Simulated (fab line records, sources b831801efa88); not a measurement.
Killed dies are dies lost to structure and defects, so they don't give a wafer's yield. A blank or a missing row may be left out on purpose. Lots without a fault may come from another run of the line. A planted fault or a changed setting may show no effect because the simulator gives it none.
One fault seen from 2 desks | flow gf180mcu | each desk has only its own numbers; what lay behind them comes last

THE METROLOGY DESK
What the gauges read, lot by lot, whatever tool the lot ran on: means of the sampled wafers that have a number. A lot is out of limits, marked OUT, if its mean lies more than 4 standard deviations from the usual mean; the brackets give that distance.
Columns: A = cd_nm at GF_M4_CD_MEAS_14, usual 280.3 nm
lot  | first seen here | A
L191 | day 23 09:06    | 280.9
L192 | day 23 18:37    | 280.5
L194 | day 24 12:09    | 279.7
L195 | day 25 02:33    | 278.1
L196 | day 25 11:57    | 279.2
L197 | day 25 21:01    | 281.0
L198 | day 26 02:02    | 280.9
L199 | day 26 04:44    | 282.2
L200 | day 26 17:58    | 280.2
L201 | day 26 22:35    | 279.4
L202 | day 27 02:17    | 279.8
L209 | day 29 18:31    | 279.9
L211 | day 29 21:26    | 279.3
L212 | day 30 00:51    | 282.1
This desk's finding: nothing out of limits on any of the 14 lots.

THE TOOL OWNER'S DESK: rie_diel-03
The tool's own readings at GF_PASSIVATION_ETCH_11 (etches the open film in CF4/O2, stops on TiN, target depth 1800 nm, time 400 s): means of the sampled wafers that have a number, for each lot that ran on this tool. A lot is out of limits, marked OUT, if its mean lies more than 4 standard deviations from the usual mean; the brackets give that distance.
Columns: A = O2_flow_sccm at GF_PASSIVATION_ETCH_11, usual 10.001 sccm; B = drypump_motor_current_A at GF_PASSIVATION_ETCH_11, usual 5.5 A; C = oes_product_au at GF_PASSIVATION_ETCH_11, usual 0.960 a.u.; D = rf_fwd_power_W at GF_PASSIVATION_ETCH_11, usual 798.5 W; E = throttle_valve_pct at GF_PASSIVATION_ETCH_11, usual 5.960 %
lot  | first seen here | A      | B   | C                | D               | E
L192 | day 29 05:24    | 10.025 | 5.6 | 0.957            | 798.9           | 5.967
L195 | day 30 10:26    | 10.014 | 5.4 | 0.959            | 798.4           | 5.963
L196 | day 30 19:41    | 10.040 | 5.6 | 0.965            | 802.4           | 5.957
L200 | day 31 18:53    | 10.010 | 5.3 | 0.962            | 797.7           | 5.958
L209 | day 34 05:38    | 9.982  | 5.5 | 0.912 (-6.1) OUT | 670.4 (-49) OUT | 5.948
L211 | day 34 11:04    | 9.990  | 5.4 | 0.923 (-4.7) OUT | 669.4 (-50) OUT | 5.949
This desk's finding: out of limits on L209, L211; first on L209, day 34 05:38 (oes_product_au at GF_PASSIVATION_ETCH_11). In limits: L192, L195, L196, L200.

PUT TOGETHER
The tool owner's desk could have raised an alarm at day 34 05:38, on L209, L211.
The metrology desk saw nothing out of limits.
The metrology desk has L209, L211 on record, within its limits.
Of the lots named, all ran GF_PASSIVATION_ETCH_11 on rie_diel-03.

WHAT THE SIMULATOR HAD PUT IN
Process parameter drift: rie_diel-03, from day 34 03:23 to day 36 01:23, at GF_PASSIVATION_ETCH_11. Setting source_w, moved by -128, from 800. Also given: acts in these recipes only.
Lots struck among those shown: L209, L211.
Hours from the fault's start to each desk's first reading out of limits: the tool owner's desk, 2.
